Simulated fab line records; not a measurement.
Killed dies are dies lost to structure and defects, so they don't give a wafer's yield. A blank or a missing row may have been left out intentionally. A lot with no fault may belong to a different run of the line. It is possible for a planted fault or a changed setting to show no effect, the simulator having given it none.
Matching of chambers    flow gf180mcu    GF_V2_CVD_02 on pecvd-03 has 3 sister chambers
The step deposits SiO2 from TEOS, target thk 850 nm, time 94.851 s. 6 wafers are shown with their chamber, then 6 later ones without.

== WAFERS, EACH WITH ITS CHAMBER ==
wafer   chamber  heater power w (W)
L339.1  0        755
L341.1  0        726
L342.4  1        792
L342.5  2        623
L344.1  2        528
L344.3  1        764

== WAFERS WITH NO CHAMBER GIVEN ==
wafer   heater power w (W)
L344.4  581
L346.4  624
L346.5  611
L346.6  658
L353.2  712
L353.6  716

== WHICH CHAMBER EACH WENT THROUGH ==
wafer   from the rows above           in truth
L344.4  2                             2
L346.4  can't be placed: 2 or 0       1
L346.5  2                             2
L346.6  can't be placed: 0 or 2 or 1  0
L353.2  can't be placed: 0 or 1       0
L353.6  can't be placed: 0 or 1       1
Correct placement for 2 of the 6. Not placeable from these rows: 4 (in 3, the candidates include the true chamber). 0 placed wrongly.
How it was worked out, from the rows above alone: a wafer's distance from a chamber is the root of the sum, over the readings, of the square of ((its reading less the chamber's mean) divided by the reading's scatter). If the next closest chamber is less than 2 further off than the closest, the wafer can't be placed; otherwise it belongs to the closest. Each chamber's mean is taken over the wafers shown for it. The scatter: take each reading less its chamber's mean, square it, sum over the shown wafers, divide by the number of wafers less the number of chambers, and take the root.
